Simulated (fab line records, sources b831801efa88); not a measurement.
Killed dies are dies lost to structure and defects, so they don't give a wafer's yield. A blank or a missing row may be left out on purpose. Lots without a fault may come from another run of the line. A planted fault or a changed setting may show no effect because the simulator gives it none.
Chamber matching | flow sky130 | SKY_PASSIVATION_CVD_00 on pecvd-04: 3 sister chambers
The step deposits SiO2, target thk 90 nm. 14 wafers are shown with their chamber, then 7 later ones without.

WAFERS WITH THEIR CHAMBER
wafer  | chamber | heater_power_w (W)
L624.1 | 2       | 657
L624.2 | 1       | 779
L624.6 | 2       | 679
L623.1 | 0       | 639
L623.4 | 1       | 789
L623.5 | 2       | 765
L625.2 | 1       | 737
L625.4 | 2       | 731
L625.6 | 1       | 736
L631.1 | 0       | 536
L631.3 | 2       | 681
L631.4 | 1       | 753
L632.1 | 1       | 744
L632.4 | 2       | 746

SIGNATURES (means of the wafers above)
reading        | chamber 0 | chamber 1 | chamber 2 | scatter within a chamber
heater_power_w | 587.50    | 756.33    | 709.83    | 39.6
Rule: a wafer's distance from a chamber is the root of the sum, over the readings, of the square of ((its reading less the chamber's mean) divided by the reading's scatter). The wafer belongs to the nearest chamber; if the next one is less than 2 further off, it can't be placed. The scatter: the root of (the sum of the squares of (reading less its chamber's mean) over the shown wafers, divided by (wafers less chambers)).

WAFERS WITHOUT THEIR CHAMBER
wafer  | heater_power_w (W)
L632.6 | 587
L633.1 | 557
L633.2 | 639
L633.5 | 563
L636.2 | 599
L636.4 | 701
L636.6 | 631

WHICH CHAMBER EACH WENT THROUGH
wafer  | from the rows above          | in truth
L632.6 | 0                            | 0
L633.1 | 0                            | 0
L633.2 | can't be placed: 0 or 2 or 1 | 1
L633.5 | 0                            | 0
L636.2 | 0                            | 0
L636.4 | can't be placed: 2 or 1      | 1
L636.6 | can't be placed: 0 or 2      | 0
Placed correctly: 4 of 7. Can't be placed from these rows: 3 (the true chamber is among the candidates in 3). Placed wrongly: 0.
